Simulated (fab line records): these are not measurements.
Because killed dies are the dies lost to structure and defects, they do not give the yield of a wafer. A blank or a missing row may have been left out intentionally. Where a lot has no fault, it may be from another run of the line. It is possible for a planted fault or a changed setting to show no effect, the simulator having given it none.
Chamber matching	flow gf180mcu	GF_V3_CMP_26 on cmp-02 has 4 sister chambers
The step polishes, stops on SiO2, t overpolish 15 s, target thk 0 nm. 4 wafers are shown with their chamber, then 7 later ones without.

## WAFERS PAIRED WITH THEIR CHAMBERS
wafer	chamber	motor_current_A (A)
L585.1	2	11.8
L587.4	3	11.9
L588.1	1	13.1
L588.5	0	11.5

## WAFERS WITHOUT THEIR CHAMBER
wafer	motor_current_A (A)
L588.6	11.9
L591.2	11.8
L591.3	11.4
L591.4	11.5
L594.2	11.9
L594.3	11.3
L594.6	11.6

## THE CHAMBER EACH PASSED THROUGH
wafer	from the rows above	in truth
L588.6	can't be placed: 3 or 2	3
L591.2	can't be placed: 2 or 3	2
L591.3	0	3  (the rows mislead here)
L591.4	0	0
L594.2	can't be placed: 3 or 2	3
L594.3	0	0
L594.6	can't be placed: 0 or 2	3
Correctly placed: 2 of 7. These rows do not allow placing 4 (true chamber among the candidates in 3). 1 placed wrongly.
How it was worked out, from the rows above alone: a wafer's distance from a chamber is the root of the sum, over the readings, of the square of ((its reading less the chamber's mean) divided by the reading's scatter). If the next closest chamber is less than 2 further off than the closest, the wafer can't be placed; otherwise it belongs to the closest. A chamber's mean is the mean of its shown wafers. The scatter: with one shown wafer a chamber, the root of the mean of the squares of how far each hidden wafer lies from its nearest shown one.
